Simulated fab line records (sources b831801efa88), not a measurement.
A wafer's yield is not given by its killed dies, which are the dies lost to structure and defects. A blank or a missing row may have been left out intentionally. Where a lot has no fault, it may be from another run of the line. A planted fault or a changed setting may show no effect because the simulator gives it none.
fab line records || flow gf180mcu
record: {"lots": 13, "wafers": 39, "lastDay": 34}
route steps=602 shown M3@424 V3@450
lots that met no fault: taken from a fault-free run of the same line
startH: the number of hours between the record's first day and the start of the first shown wafer of the lot || waitH: hours elapsed since this lot's preceding step || " same as the row above || L1.1+2: several wafers, shown together as one row || - either no value or no given start || * or withheld: withheld || < > ~ a bound
route shown NAME@n: NAME is a module with steps in the file, n the number in the route of the first one || usual: mean/standard deviation of fault-free wafers || same: alike in all rows || chamber/n: place in a boat || sites: the reading at each site || _std_site: the standard deviation of these || _edge_site: mean of outer sites minus mean of inner sites || radiusMm: how far each site lies from the wafer's centre || mask NAME#n: copy n || behind: the last tool/chamber to shape the wafer || hold: why the lot went on hold/how many hours it stayed there/how the hold came to an end || device: transistor that didn't switch, given as n, p or np || end of line: the same wafers' tests at the end of the route || step lacking rows: just its recipe || killed: dies that structure and defects cost at the first sort, which is not the same as the wafer's yield || map: per-die view of a wafer (x killed, . not killed, _ where there is no die)
set.NAME: the setting the step ran with; set.NAME@STEP: the setting that earlier step ran with || model.NAME: the simulator's own value behind a step, which no gauge read
route steps across a sampled set of lots; one table per step, one row per wafer
services: from which hour (startH, from the record's first day; less than 0 if before it) a tool's chamber was out of use, for how many hours, and why
== steps ==
step: GF_M3_OVL_MEAS_15
usual: {"M3_OVL": "1/4.3"}
{"lot.wafer": "L536.1", "tool": "overlay-02", "chamber": "-", "startH": 493.32, "waitH": 0.1, "M3_OVL[nm]": 3}
{"lot.wafer": "L536.3", "tool": "overlay-02", "chamber": "-", "startH": 493.32, "waitH": 0.1, "M3_OVL[nm]": 2}
{"lot.wafer": "L536.5", "tool": "overlay-02", "chamber": "-", "startH": 493.32, "waitH": 0.1, "M3_OVL[nm]": -5}
{"lot.wafer": "L537.2", "tool": "overlay-01", "chamber": "-", "startH": 503.97, "waitH": 0.1, "M3_OVL[nm]": 5}
{"lot.wafer": "L537.4", "tool": "overlay-01", "chamber": "-", "startH": 503.97, "waitH": 0.1, "M3_OVL[nm]": -5}
{"lot.wafer": "L537.5", "tool": "overlay-01", "chamber": "-", "startH": 503.97, "waitH": 0.1, "M3_OVL[nm]": -1}
{"lot.wafer": "L538.2", "tool": "overlay-01", "chamber": "-", "startH": 507.97, "waitH": 0.1, "M3_OVL[nm]": -1}
{"lot.wafer": "L538.3", "tool": "overlay-01", "chamber": "-", "startH": 507.97, "waitH": 0.1, "M3_OVL[nm]": 5}
{"lot.wafer": "L538.6", "tool": "overlay-01", "chamber": "-", "startH": 507.97, "waitH": 0.1, "M3_OVL[nm]": 2}
{"lot.wafer": "L539.1", "tool": "overlay-01", "chamber": "-", "startH": 522.93, "waitH": 0.1, "M3_OVL[nm]": -3}
{"lot.wafer": "L539.2", "tool": "overlay-01", "chamber": "-", "startH": 522.93, "waitH": 0.1, "M3_OVL[nm]": 3}
{"lot.wafer": "L539.3", "tool": "overlay-01", "chamber": "-", "startH": 522.93, "waitH": 0.1, "M3_OVL[nm]": 9}
{"lot.wafer": "L540.1", "tool": "overlay-01", "chamber": "-", "startH": 529.51, "waitH": 0.1, "M3_OVL[nm]": -2}
{"lot.wafer": "L540.4", "tool": "overlay-01", "chamber": "-", "startH": 529.51, "waitH": 0.1, "M3_OVL[nm]": -2}
{"lot.wafer": "L540.6", "tool": "overlay-01", "chamber": "-", "startH": 529.51, "waitH": 0.1, "M3_OVL[nm]": 0}
{"lot.wafer": "L542.3", "tool": "overlay-01", "chamber": "-", "startH": 542.08, "waitH": 0.1, "M3_OVL[nm]": 5}
{"lot.wafer": "L542.4", "tool": "overlay-01", "chamber": "-", "startH": 542.08, "waitH": 0.1, "M3_OVL[nm]": 3}
{"lot.wafer": "L542.5", "tool": "overlay-01", "chamber": "-", "startH": 542.08, "waitH": 0.1, "M3_OVL[nm]": 2}
{"lot.wafer": "L543.2", "tool": "overlay-01", "chamber": "-", "startH": 547.57, "waitH": 0.1, "M3_OVL[nm]": 7}
{"lot.wafer": "L543.5", "tool": "overlay-01", "chamber": "-", "startH": 547.57, "waitH": 0.1, "M3_OVL[nm]": 0}
{"lot.wafer": "L543.6", "tool": "overlay-01", "chamber": "-", "startH": 547.57, "waitH": 0.1, "M3_OVL[nm]": 9}
{"lot.wafer": "L544.3", "tool": "overlay-01", "chamber": "-", "startH": 561.79, "waitH": 0.1, "M3_OVL[nm]": 11}
{"lot.wafer": "L544.4", "tool": "overlay-01", "chamber": "-", "startH": 561.79, "waitH": 0.1, "M3_OVL[nm]": 7}
{"lot.wafer": "L544.5", "tool": "overlay-01", "chamber": "-", "startH": 561.79, "waitH": 0.1, "M3_OVL[nm]": 2}
{"lot.wafer": "L545.2", "tool": "overlay-01", "chamber": "-", "startH": 564.63, "waitH": 0.1, "M3_OVL[nm]": -2}
{"lot.wafer": "L545.5", "tool": "overlay-01", "chamber": "-", "startH": 564.63, "waitH": 0.1, "M3_OVL[nm]": -2}
{"lot.wafer": "L545.6", "tool": "overlay-01", "chamber": "-", "startH": 564.63, "waitH": 0.1, "M3_OVL[nm]": 3}
{"lot.wafer": "L546.2", "tool": "overlay-02", "chamber": "-", "startH": 572.22, "waitH": 0.1, "M3_OVL[nm]": 2}
{"lot.wafer": "L546.5", "tool": "overlay-02", "chamber": "-", "startH": 572.22, "waitH": 0.1, "M3_OVL[nm]": -1}
{"lot.wafer": "L546.6", "tool": "overlay-02", "chamber": "-", "startH": 572.22, "waitH": 0.1, "M3_OVL[nm]": 2}
{"lot.wafer": "L547.2", "tool": "overlay-01", "chamber": "-", "startH": 582.22, "waitH": 0.1, "M3_OVL[nm]": -3}
{"lot.wafer": "L547.4", "tool": "overlay-01", "chamber": "-", "startH": 582.22, "waitH": 0.1, "M3_OVL[nm]": -2}
{"lot.wafer": "L547.6", "tool": "overlay-01", "chamber": "-", "startH": 582.22, "waitH": 0.1, "M3_OVL[nm]": -4}
{"lot.wafer": "L555.4", "tool": "overlay-01", "chamber": "-", "startH": 641.18, "waitH": 0.1, "M3_OVL[nm]": -4}
{"lot.wafer": "L555.5", "tool": "overlay-01", "chamber": "-", "startH": 641.18, "waitH": 0.1, "M3_OVL[nm]": -3}
{"lot.wafer": "L555.6", "tool": "overlay-01", "chamber": "-", "startH": 641.18, "waitH": 0.1, "M3_OVL[nm]": -5}
{"lot.wafer": "L558.2", "tool": "overlay-02", "chamber": "-", "startH": 662.66, "waitH": 0.1, "M3_OVL[nm]": 5}
{"lot.wafer": "L558.3", "tool": "overlay-02", "chamber": "-", "startH": 662.66, "waitH": 0.1, "M3_OVL[nm]": -1}
{"lot.wafer": "L558.4", "tool": "overlay-02", "chamber": "-", "startH": 662.66, "waitH": 0.1, "M3_OVL[nm]": 6}
step: GF_V3_SPUTTER_21
recipe: {"material": "Ti", "targetThkNm": 15, "chamberPressurePa": 5, "powerW": 2500, "substrateTempC": 200, "timeS": 80.02}
usual: {"cathodeDcPowerW": "2500.0/0.47", "throttleValvePct": "30.2/1.1"}
{"lot.wafer": "L536.1", "tool": "pvdSputter-02", "chamber": "-", "startH": 518.59, "waitH": 0.0, "cathodeDcPowerW": 2499.4, "throttleValvePct": 30.3}
{"lot.wafer": "L536.3", "tool": "pvdSputter-02", "chamber": "-", "startH": 518.59, "waitH": 0.0, "cathodeDcPowerW": 2499.2, "throttleValvePct": 31.3}
{"lot.wafer": "L536.5", "tool": "pvdSputter-02", "chamber": "-", "startH": 518.59, "waitH": 0.0, "cathodeDcPowerW": 2499.6, "throttleValvePct": 30.1}
{"lot.wafer": "L537.2", "tool": "pvdSputter-01", "chamber": "-", "startH": 529.61, "waitH": 0.0, "cathodeDcPowerW": 2499.6, "throttleValvePct": 32.4}
{"lot.wafer": "L537.4", "tool": "pvdSputter-01", "chamber": "-", "startH": 529.61, "waitH": 0.0, "cathodeDcPowerW": 2500.5, "throttleValvePct": 30.1}
{"lot.wafer": "L537.5", "tool": "pvdSputter-01", "chamber": "-", "startH": 529.61, "waitH": 0.0, "cathodeDcPowerW": 2499.6, "throttleValvePct": 32.3}
{"lot.wafer": "L538.2", "tool": "pvdSputter-04", "chamber": "-", "startH": 533.26, "waitH": 0.0, "cathodeDcPowerW": 2500.0, "throttleValvePct": 28.6}
{"lot.wafer": "L538.3", "tool": "pvdSputter-04", "chamber": "-", "startH": 533.26, "waitH": 0.0, "cathodeDcPowerW": 2500.1, "throttleValvePct": 30.8}
{"lot.wafer": "L538.6", "tool": "pvdSputter-04", "chamber": "-", "startH": 533.26, "waitH": 0.0, "cathodeDcPowerW": 2500.1, "throttleValvePct": 28.3}
{"lot.wafer": "L539.1", "tool": "pvdSputter-04", "chamber": "-", "startH": 547.60, "waitH": 0.0, "cathodeDcPowerW": 2499.6, "throttleValvePct": 31.0}
{"lot.wafer": "L539.2", "tool": "pvdSputter-04", "chamber": "-", "startH": 547.60, "waitH": 0.0, "cathodeDcPowerW": 2498.9, "throttleValvePct": 28.3}
{"lot.wafer": "L539.3", "tool": "pvdSputter-04", "chamber": "-", "startH": 547.60, "waitH": 0.0, "cathodeDcPowerW": 2499.9, "throttleValvePct": 31.0}
{"lot.wafer": "L540.1", "tool": "pvdSputter-04", "chamber": "-", "startH": 554.89, "waitH": 0.0, "cathodeDcPowerW": 2500.3, "throttleValvePct": 30.7}
{"lot.wafer": "L540.4", "tool": "pvdSputter-04", "chamber": "-", "startH": 554.89, "waitH": 0.0, "cathodeDcPowerW": 2499.1, "throttleValvePct": 31.1}
{"lot.wafer": "L540.6", "tool": "pvdSputter-04", "chamber": "-", "startH": 554.89, "waitH": 0.0, "cathodeDcPowerW": 2499.8, "throttleValvePct": 31.0}
{"lot.wafer": "L542.3", "tool": "pvdSputter-04", "chamber": "-", "startH": 567.21, "waitH": 0.0, "cathodeDcPowerW": 2501.0, "throttleValvePct": 28.4}
{"lot.wafer": "L542.4", "tool": "pvdSputter-04", "chamber": "-", "startH": 567.21, "waitH": 0.0, "cathodeDcPowerW": 2500.4, "throttleValvePct": 28.5}
{"lot.wafer": "L542.5", "tool": "pvdSputter-04", "chamber": "-", "startH": 567.21, "waitH": 0.0, "cathodeDcPowerW": 2500.1, "throttleValvePct": 31.0}
{"lot.wafer": "L543.2", "tool": "pvdSputter-04", "chamber": "-", "startH": 571.73, "waitH": 0.0, "cathodeDcPowerW": 2500.2, "throttleValvePct": 28.4}
{"lot.wafer": "L543.5", "tool": "pvdSputter-04", "chamber": "-", "startH": 571.73, "waitH": 0.0, "cathodeDcPowerW": 2499.8, "throttleValvePct": 31.3}
{"lot.wafer": "L543.6", "tool": "pvdSputter-04", "chamber": "-", "startH": 571.73, "waitH": 0.0, "cathodeDcPowerW": 2500.4, "throttleValvePct": 28.6}
{"lot.wafer": "L544.3", "tool": "pvdSputter-02", "chamber": "-", "startH": 585.40, "waitH": 0.0, "cathodeDcPowerW": 2499.7, "throttleValvePct": 30.2}
{"lot.wafer": "L544.4", "tool": "pvdSputter-02", "chamber": "-", "startH": 585.40, "waitH": 0.0, "cathodeDcPowerW": 2499.1, "throttleValvePct": 30.4}
{"lot.wafer": "L544.5", "tool": "pvdSputter-02", "chamber": "-", "startH": 585.40, "waitH": 0.0, "cathodeDcPowerW": 2499.7, "throttleValvePct": 31.4}
{"lot.wafer": "L545.2", "tool": "pvdSputter-04", "chamber": "-", "startH": 589.04, "waitH": 0.0, "cathodeDcPowerW": 2499.5, "throttleValvePct": 28.4}
{"lot.wafer": "L545.5", "tool": "pvdSputter-04", "chamber": "-", "startH": 589.04, "waitH": 0.0, "cathodeDcPowerW": 2500.2, "throttleValvePct": 28.2}
{"lot.wafer": "L545.6", "tool": "pvdSputter-04", "chamber": "-", "startH": 589.04, "waitH": 0.0, "cathodeDcPowerW": 2500.5, "throttleValvePct": 30.8}
{"lot.wafer": "L546.2", "tool": "pvdSputter-04", "chamber": "-", "startH": 595.51, "waitH": 0.0, "cathodeDcPowerW": 2500.6, "throttleValvePct": 31.1}
{"lot.wafer": "L546.5", "tool": "pvdSputter-04", "chamber": "-", "startH": 595.51, "waitH": 0.0, "cathodeDcPowerW": 2500.1, "throttleValvePct": 30.9}
{"lot.wafer": "L546.6", "tool": "pvdSputter-04", "chamber": "-", "startH": 595.51, "waitH": 0.0, "cathodeDcPowerW": 2499.9, "throttleValvePct": 30.8}
{"lot.wafer": "L547.2", "tool": "pvdSputter-01", "chamber": "-", "startH": 605.84, "waitH": 0.0, "cathodeDcPowerW": 2500.0, "throttleValvePct": 32.2}
{"lot.wafer": "L547.4", "tool": "pvdSputter-01", "chamber": "-", "startH": 605.84, "waitH": 0.0, "cathodeDcPowerW": 2499.4, "throttleValvePct": 31.1}
{"lot.wafer": "L547.6", "tool": "pvdSputter-01", "chamber": "-", "startH": 605.84, "waitH": 0.0, "cathodeDcPowerW": 2500.5, "throttleValvePct": 32.5}
{"lot.wafer": "L555.4", "tool": "pvdSputter-04", "chamber": "-", "startH": 663.11, "waitH": 0.0, "cathodeDcPowerW": 2500.5, "throttleValvePct": 30.6}
{"lot.wafer": "L555.5", "tool": "pvdSputter-04", "chamber": "-", "startH": 663.11, "waitH": 0.0, "cathodeDcPowerW": 1996.9, "throttleValvePct": 28.5}
{"lot.wafer": "L555.6", "tool": "pvdSputter-04", "chamber": "-", "startH": 663.11, "waitH": 0.0, "cathodeDcPowerW": 2499.2, "throttleValvePct": 31.3}
{"lot.wafer": "L558.2", "tool": "pvdSputter-02", "chamber": "-", "startH": 684.45, "waitH": 0.0, "cathodeDcPowerW": 2499.9, "throttleValvePct": 30.4}
{"lot.wafer": "L558.3", "tool": "pvdSputter-02", "chamber": "-", "startH": 684.45, "waitH": 0.0, "cathodeDcPowerW": 2499.4, "throttleValvePct": 29.6}
{"lot.wafer": "L558.4", "tool": "pvdSputter-02", "chamber": "-", "startH": 684.45, "waitH": 0.0, "cathodeDcPowerW": 2500.1, "throttleValvePct": 30.3}
step: GF_V3_CVD_23
recipe: {"material": "W", "targetThkNm": 350, "timeS": 104.9, "tempC": 400, "pressureTorr": 40}
usual: {"heaterPowerW": "888/77"}
{"lot.wafer": "L536.1", "tool": "cvdW-02", "chamber": 0, "startH": 518.69, "waitH": 0.0, "heaterPowerW": 770}
{"lot.wafer": "L536.3", "tool": "cvdW-02", "chamber": 0, "startH": 518.69, "waitH": 0.0, "heaterPowerW": 775}
{"lot.wafer": "L536.5", "tool": "cvdW-02", "chamber": 0, "startH": 518.69, "waitH": 0.0, "heaterPowerW": 776}
{"lot.wafer": "L537.2", "tool": "cvdW-01", "chamber": 1, "startH": 529.71, "waitH": 0.0, "heaterPowerW": 965}
{"lot.wafer": "L537.4", "tool": "cvdW-01", "chamber": 0, "startH": 529.71, "waitH": 0.0, "heaterPowerW": 985}
{"lot.wafer": "L537.5", "tool": "cvdW-01", "chamber": 1, "startH": 529.71, "waitH": 0.0, "heaterPowerW": 948}
{"lot.wafer": "L538.2", "tool": "cvdW-02", "chamber": 0, "startH": 533.36, "waitH": 0.0, "heaterPowerW": 754}
{"lot.wafer": "L538.3", "tool": "cvdW-02", "chamber": 1, "startH": 533.36, "waitH": 0.0, "heaterPowerW": 888}
{"lot.wafer": "L538.6", "tool": "cvdW-02", "chamber": 1, "startH": 533.36, "waitH": 0.0, "heaterPowerW": 896}
{"lot.wafer": "L539.1", "tool": "cvdW-02", "chamber": 0, "startH": 547.70, "waitH": 0.0, "heaterPowerW": 771}
{"lot.wafer": "L539.2", "tool": "cvdW-02", "chamber": 1, "startH": 547.70, "waitH": 0.0, "heaterPowerW": 908}
{"lot.wafer": "L539.3", "tool": "cvdW-02", "chamber": 1, "startH": 547.70, "waitH": 0.0, "heaterPowerW": 898}
{"lot.wafer": "L540.1", "tool": "cvdW-01", "chamber": 0, "startH": 554.99, "waitH": 0.0, "heaterPowerW": 968}
{"lot.wafer": "L540.4", "tool": "cvdW-01", "chamber": 0, "startH": 554.99, "waitH": 0.0, "heaterPowerW": 977}
{"lot.wafer": "L540.6", "tool": "cvdW-01", "chamber": 0, "startH": 554.99, "waitH": 0.0, "heaterPowerW": 965}
{"lot.wafer": "L542.3", "tool": "cvdW-01", "chamber": 1, "startH": 567.35, "waitH": 0.1, "heaterPowerW": 951}
{"lot.wafer": "L542.4", "tool": "cvdW-01", "chamber": 0, "startH": 567.35, "waitH": 0.1, "heaterPowerW": 976}
{"lot.wafer": "L542.5", "tool": "cvdW-01", "chamber": 0, "startH": 567.35, "waitH": 0.1, "heaterPowerW": 964}
{"lot.wafer": "L543.2", "tool": "cvdW-02", "chamber": 1, "startH": 571.83, "waitH": 0.0, "heaterPowerW": 905}
{"lot.wafer": "L543.5", "tool": "cvdW-02", "chamber": 0, "startH": 571.83, "waitH": 0.0, "heaterPowerW": 804}
{"lot.wafer": "L543.6", "tool": "cvdW-02", "chamber": 1, "startH": 571.83, "waitH": 0.0, "heaterPowerW": 904}
{"lot.wafer": "L544.3", "tool": "cvdW-01", "chamber": 1, "startH": 585.54, "waitH": 0.1, "heaterPowerW": 917}
{"lot.wafer": "L544.4", "tool": "cvdW-01", "chamber": 0, "startH": 585.54, "waitH": 0.1, "heaterPowerW": 967}
{"lot.wafer": "L544.5", "tool": "cvdW-01", "chamber": 1, "startH": 585.54, "waitH": 0.1, "heaterPowerW": 983}
{"lot.wafer": "L545.2", "tool": "cvdW-01", "chamber": 0, "startH": 589.14, "waitH": 0.0, "heaterPowerW": 999}
{"lot.wafer": "L545.5", "tool": "cvdW-01", "chamber": 0, "startH": 589.14, "waitH": 0.0, "heaterPowerW": 938}
{"lot.wafer": "L545.6", "tool": "cvdW-01", "chamber": 1, "startH": 589.14, "waitH": 0.0, "heaterPowerW": 958}
{"lot.wafer": "L546.2", "tool": "cvdW-01", "chamber": 1, "startH": 595.61, "waitH": 0.0, "heaterPowerW": 929}
{"lot.wafer": "L546.5", "tool": "cvdW-01", "chamber": 1, "startH": 595.61, "waitH": 0.0, "heaterPowerW": 948}
{"lot.wafer": "L546.6", "tool": "cvdW-01", "chamber": 0, "startH": 595.61, "waitH": 0.0, "heaterPowerW": 959}
{"lot.wafer": "L547.2", "tool": "cvdW-02", "chamber": 1, "startH": 605.94, "waitH": 0.0, "heaterPowerW": 894}
{"lot.wafer": "L547.4", "tool": "cvdW-02", "chamber": 1, "startH": 605.94, "waitH": 0.0, "heaterPowerW": 883}
{"lot.wafer": "L547.6", "tool": "cvdW-02", "chamber": 1, "startH": 605.94, "waitH": 0.0, "heaterPowerW": 912}
{"lot.wafer": "L555.4", "tool": "cvdW-02", "chamber": 1, "startH": 663.25, "waitH": 0.1, "heaterPowerW": 892}
{"lot.wafer": "L555.5", "tool": "cvdW-02", "chamber": 0, "startH": 663.25, "waitH": 0.1, "heaterPowerW": 789}
{"lot.wafer": "L555.6", "tool": "cvdW-02", "chamber": 1, "startH": 663.25, "waitH": 0.1, "heaterPowerW": 889}
{"lot.wafer": "L558.2", "tool": "cvdW-01", "chamber": 0, "startH": 684.55, "waitH": 0.0, "heaterPowerW": 996}
{"lot.wafer": "L558.3", "tool": "cvdW-01", "chamber": 1, "startH": 684.55, "waitH": 0.0, "heaterPowerW": 937}
{"lot.wafer": "L558.4", "tool": "cvdW-01", "chamber": 0, "startH": 684.55, "waitH": 0.0, "heaterPowerW": 953}
step: GF_V3_CMP_26
recipe: {"stopOn": "SiO2", "downForcePsi": 3.5, "platenRpm": 60, "tOverpolishS": 15, "targetThkNm": 0, "padVelocityMS": 0.94248}
usual: {"motorCurrentA": "11.1/1.2", "slurryFlowMlMin": "150.0/0.54"}
{"lot.wafer": "L536.1", "tool": "cmp-02", "chamber": 3, "startH": 519.11, "waitH": 0.2, "motorCurrentA": 11.2, "slurryFlowMlMin": 149.7}
{"lot.wafer": "L536.3", "tool": "cmp-02", "chamber": 0, "startH": 519.11, "waitH": 0.2, "motorCurrentA": 12.5, "slurryFlowMlMin": 150.0}
{"lot.wafer": "L536.5", "tool": "cmp-02", "chamber": 2, "startH": 519.11, "waitH": 0.2, "motorCurrentA": 10.7, "slurryFlowMlMin": 149.7}
{"lot.wafer": "L537.2", "tool": "cmp-02", "chamber": 2, "startH": 530.01, "waitH": 0.0, "motorCurrentA": 10.4, "slurryFlowMlMin": 150.9}
{"lot.wafer": "L537.4", "tool": "cmp-02", "chamber": 1, "startH": 530.01, "waitH": 0.0, "motorCurrentA": 12.3, "slurryFlowMlMin": 150.7}
{"lot.wafer": "L537.5", "tool": "cmp-02", "chamber": 3, "startH": 530.01, "waitH": 0.0, "motorCurrentA": 11.1, "slurryFlowMlMin": 149.7}
{"lot.wafer": "L538.3", "tool": "cmp-02", "chamber": 0, "startH": 533.82, "waitH": 0.1, "motorCurrentA": 12.5, "slurryFlowMlMin": 149.0}
{"lot.wafer": "L538.2", "tool": "cmp-02", "chamber": 1, "startH": 533.82, "waitH": 0.1, "motorCurrentA": 12.2, "slurryFlowMlMin": 150.9}
{"lot.wafer": "L538.6", "tool": "cmp-02", "chamber": 0, "startH": 533.82, "waitH": 0.1, "motorCurrentA": 13.6, "slurryFlowMlMin": 149.5}
{"lot.wafer": "L539.2", "tool": "cmp-01", "chamber": 0, "startH": 548.00, "waitH": 0.0, "motorCurrentA": 11.5, "slurryFlowMlMin": 149.8}
{"lot.wafer": "L539.1", "tool": "cmp-01", "chamber": 1, "startH": 548.00, "waitH": 0.0, "motorCurrentA": 8.5, "slurryFlowMlMin": 150.7}
{"lot.wafer": "L539.3", "tool": "cmp-01", "chamber": 2, "startH": 548.00, "waitH": 0.0, "motorCurrentA": 10.5, "slurryFlowMlMin": 150.7}
{"lot.wafer": "L540.1", "tool": "cmp-01", "chamber": 1, "startH": 555.40, "waitH": 0.1, "motorCurrentA": 8.7, "slurryFlowMlMin": 150.3}
{"lot.wafer": "L540.4", "tool": "cmp-01", "chamber": 2, "startH": 555.40, "waitH": 0.1, "motorCurrentA": 9.6, "slurryFlowMlMin": 151.0}
{"lot.wafer": "L540.6", "tool": "cmp-01", "chamber": 1, "startH": 555.40, "waitH": 0.1, "motorCurrentA": 8.3, "slurryFlowMlMin": 151.2}
{"lot.wafer": "L542.3", "tool": "cmp-01", "chamber": 2, "startH": 567.60, "waitH": 0.0, "motorCurrentA": 9.8, "slurryFlowMlMin": 151.6}
{"lot.wafer": "L542.4", "tool": "cmp-01", "chamber": 3, "startH": 567.60, "waitH": 0.0, "motorCurrentA": 10.9, "slurryFlowMlMin": 150.1}
{"lot.wafer": "L542.5", "tool": "cmp-01", "chamber": 2, "startH": 567.60, "waitH": 0.0, "motorCurrentA": 10.4, "slurryFlowMlMin": 150.6}
{"lot.wafer": "L543.2", "tool": "cmp-02", "chamber": 0, "startH": 572.22, "waitH": 0.1, "motorCurrentA": 12.5, "slurryFlowMlMin": 150.4}
{"lot.wafer": "L543.5", "tool": "cmp-02", "chamber": 2, "startH": 572.22, "waitH": 0.1, "motorCurrentA": 11.6, "slurryFlowMlMin": 149.6}
{"lot.wafer": "L543.6", "tool": "cmp-02", "chamber": 3, "startH": 572.22, "waitH": 0.1, "motorCurrentA": 11.4, "slurryFlowMlMin": 149.3}
{"lot.wafer": "L544.4", "tool": "cmp-02", "chamber": 3, "startH": 585.79, "waitH": 0.0, "motorCurrentA": 11.0, "slurryFlowMlMin": 149.5}
{"lot.wafer": "L544.3", "tool": "cmp-02", "chamber": 1, "startH": 585.79, "waitH": 0.0, "motorCurrentA": 12.3, "slurryFlowMlMin": 149.6}
{"lot.wafer": "L544.5", "tool": "cmp-02", "chamber": 0, "startH": 585.79, "waitH": 0.0, "motorCurrentA": 13.1, "slurryFlowMlMin": 150.5}
{"lot.wafer": "L545.2", "tool": "cmp-01", "chamber": 2, "startH": 589.58, "waitH": 0.2, "motorCurrentA": 9.7, "slurryFlowMlMin": 149.3}
{"lot.wafer": "L545.5", "tool": "cmp-01", "chamber": 3, "startH": 589.58, "waitH": 0.2, "motorCurrentA": 10.9, "slurryFlowMlMin": 149.3}
{"lot.wafer": "L545.6", "tool": "cmp-01", "chamber": 0, "startH": 589.58, "waitH": 0.2, "motorCurrentA": 11.7, "slurryFlowMlMin": 149.5}
{"lot.wafer": "L546.2", "tool": "cmp-02", "chamber": 2, "startH": 596.00, "waitH": 0.1, "motorCurrentA": 11.2, "slurryFlowMlMin": 150.2}
{"lot.wafer": "L546.6", "tool": "cmp-02", "chamber": 0, "startH": 596.00, "waitH": 0.1, "motorCurrentA": 13.2, "slurryFlowMlMin": 150.5}
{"lot.wafer": "L546.5", "tool": "cmp-02", "chamber": 1, "startH": 596.00, "waitH": 0.1, "motorCurrentA": 12.3, "slurryFlowMlMin": 149.4}
{"lot.wafer": "L547.4", "tool": "cmp-01", "chamber": 3, "startH": 606.28, "waitH": 0.1, "motorCurrentA": 11.4, "slurryFlowMlMin": 149.0}
{"lot.wafer": "L547.2", "tool": "cmp-01", "chamber": 0, "startH": 606.28, "waitH": 0.1, "motorCurrentA": 11.5, "slurryFlowMlMin": 150.1}
{"lot.wafer": "L547.6", "tool": "cmp-01", "chamber": 3, "startH": 606.28, "waitH": 0.1, "motorCurrentA": 11.1, "slurryFlowMlMin": 149.2}
{"lot.wafer": "L555.4", "tool": "cmp-01", "chamber": 1, "startH": 663.61, "waitH": 0.1, "motorCurrentA": 9.0, "slurryFlowMlMin": 149.6}
{"lot.wafer": "L555.6", "tool": "cmp-01", "chamber": 3, "startH": 663.61, "waitH": 0.1, "motorCurrentA": 11.1, "slurryFlowMlMin": 149.5}
{"lot.wafer": "L555.5", "tool": "cmp-01", "chamber": 0, "startH": 663.61, "waitH": 0.1, "motorCurrentA": 11.4, "slurryFlowMlMin": 149.4}
{"lot.wafer": "L558.3", "tool": "cmp-01", "chamber": 0, "startH": 685.03, "waitH": 0.2, "motorCurrentA": 11.3, "slurryFlowMlMin": 149.7}
{"lot.wafer": "L558.4", "tool": "cmp-01", "chamber": 1, "startH": 685.03, "waitH": 0.2, "motorCurrentA": 8.7, "slurryFlowMlMin": 149.5}
{"lot.wafer": "L558.2", "tool": "cmp-01", "chamber": 2, "startH": 685.03, "waitH": 0.2, "motorCurrentA": 9.4, "slurryFlowMlMin": 150.9}
== services ==
{"tool": "cvdW-01", "chamber": 0, "startH": 495.46, "hours": 7.6, "kind": "repair"}
{"tool": "pvdSputter-02", "chamber": "-", "startH": 510.22, "hours": 5.9, "kind": "repair"}
{"tool": "cvdW-01", "chamber": "-", "startH": 521.11, "hours": 6.0, "kind": "pm"}
{"tool": "cmp-01", "chamber": "-", "startH": 528.50, "hours": 2.2, "kind": "repair"}
{"tool": "cvdW-02", "chamber": "-", "startH": 535.74, "hours": 2.8, "kind": "pm"}
{"tool": "cvdW-01", "chamber": 1, "startH": 552.39, "hours": 10.3, "kind": "repair"}
{"tool": "cmp-02", "chamber": "-", "startH": 560.91, "hours": 1.5, "kind": "repair"}
{"tool": "pvdSputter-02", "chamber": "-", "startH": 569.46, "hours": 2.6, "kind": "repair"}
{"tool": "cmp-01", "chamber": "-", "startH": 572.71, "hours": 4.0, "kind": "pm"}
{"tool": "cmp-01", "chamber": "-", "startH": 576.71, "hours": "-", "kind": "consumableReplace:conditioner"}
{"tool": "cmp-01", "chamber": "-", "startH": 576.71, "hours": "-", "kind": "consumableReplace:pad"}
{"tool": "cmp-02", "chamber": "-", "startH": 584.17, "hours": 1.6, "kind": "repair"}
{"tool": "pvdSputter-01", "chamber": "-", "startH": 586.07, "hours": 0.5, "kind": "repair"}
{"tool": "cvdW-02", "chamber": "-", "startH": 587.59, "hours": 1.7, "kind": "repair"}
{"tool": "cvdW-01", "chamber": 0, "startH": 614.75, "hours": 1.3, "kind": "repair"}
{"tool": "cvdW-01", "chamber": "-", "startH": 673.22, "hours": 2.1, "kind": "repair"}
{"tool": "cmp-02", "chamber": "-", "startH": 681.99, "hours": 4.3, "kind": "repair"}
== key ==
firstSign: {"step": "GF_V3_SPUTTER_21", "reading": "cathodeDcPowerW", "direction": "down", "sigmas": "99+", "usual": 2500.0, "struck": 1996.9}
effect none on later readings
metAt GF_V3_SPUTTER_21
struckLots L555
struckWafers L555.5
notActingAt GF_M3_OVL_MEAS_15,GF_V3_CVD_23,GF_V3_CMP_26
onsetBetween 571.73 663.11
fault: {"kind": "processParameterDrift", "tool": "pvdSputter-04", "chamber": "-", "onsetH": 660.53, "steps": "GF_V3_SPUTTER_21", "channel": "powerW", "offset": -503.41, "shape": "step", "endH": 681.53, "actsIn": "theseRecipesOnly", "stated": 2500, "scope": "struckWafersOnly"}
